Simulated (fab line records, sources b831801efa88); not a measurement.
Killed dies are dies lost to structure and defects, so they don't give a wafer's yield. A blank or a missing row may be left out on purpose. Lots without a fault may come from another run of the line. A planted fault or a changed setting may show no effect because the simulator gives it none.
Problem report in the 8D (eight disciplines) form, filled by code | flow sky130 | the parts of the form that need people (team, actions taken, sign-off) are left out

1. THE PROBLEM
plate_temp_C at SKY_CONTACT_SOFTBAKE_10 reads a mean of 95.78 C on 6 wafers of 2 lots; wafers without a fault read 99.99 C with a standard deviation of 0.13. That is -32 standard deviations from the usual mean.
The step: time 90 s.
First seen on wafer L257.3, day 34 17:00, on litho_track-01. The record holds 39 wafers of 13 lots with a number at this step. Rule for "out", or "out of limits": more than 4 standard deviations from the usual mean. The other wafers with a number count as sound.

2. WHAT IT IS AND WHAT IT IS NOT
question                    | is                                 | is not
which readings at this step | plate_temp_C, heater_power_total_W | -
which lots                  | L257, L259                         | L247, L248, L249, L250, L251, L253, L258, L261, L265, L266, L269
which wafers of those lots  | all that have a number             | -
read on which tools         | litho_track-01                     | litho_track-02, litho_track-03
when                        | from day 34 17:00                  | up to then (18 sound wafers); but 15 sound wafers of L258, L261, L265, L266, L269 came after

3. SUSPECTS, AND WHAT RULES EACH OUT
Counting: a tool at a process step up to the reading stays a suspect if it ran every lot that is out and no sound lot after the first of them.
- litho_track-01 at SKY_CONTACT_SOFTBAKE_10 (time 90 s): kept. It ran every lot that is out, first L257 (day 34 17:00), and no sound lot after that; its last sound lot up to then is L253 (day 33 05:00). Its own readings are out on those wafers: heater_power_total_W, plate_temp_C.
Left after counting: litho_track-01 at SKY_CONTACT_SOFTBAKE_10.

4. THE CAUSE (what the simulator had put in)
Process parameter drift: litho_track-01, from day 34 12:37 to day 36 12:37, at SKY_CONTACT_SOFTBAKE_10. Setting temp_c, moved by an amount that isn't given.
Counting left only this tool.

5. THE CHAIN OF EFFECTS, in route order
Each row: a reading whose mean over the struck wafers that have a number lies more than 3 standard deviations from the usual. Only readings for which the record gives a usual standard deviation are gone through. hours: the time from each lot's start at the first step in this table that gives one to its start at this step, as a median over the lots. sigmas: the change in usual standard deviations.
hours | step                    | reading              | usual   | on struck wafers | change | sigmas
0     | SKY_CONTACT_SOFTBAKE_10 | heater_power_total_W | 57.35 W | 53.98            | -3.37  | -31
0     | SKY_CONTACT_SOFTBAKE_10 | plate_temp_C         | 99.99 C | 95.78            | -4.21  | -32
The process steps in it:
- SKY_CONTACT_SOFTBAKE_10: time 90 s.

6. WHAT WOULD HAVE CAUGHT IT SOONER
In this record the first reading out of limits was taken at day 34 17:00, 4 hours after the fault began at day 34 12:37.
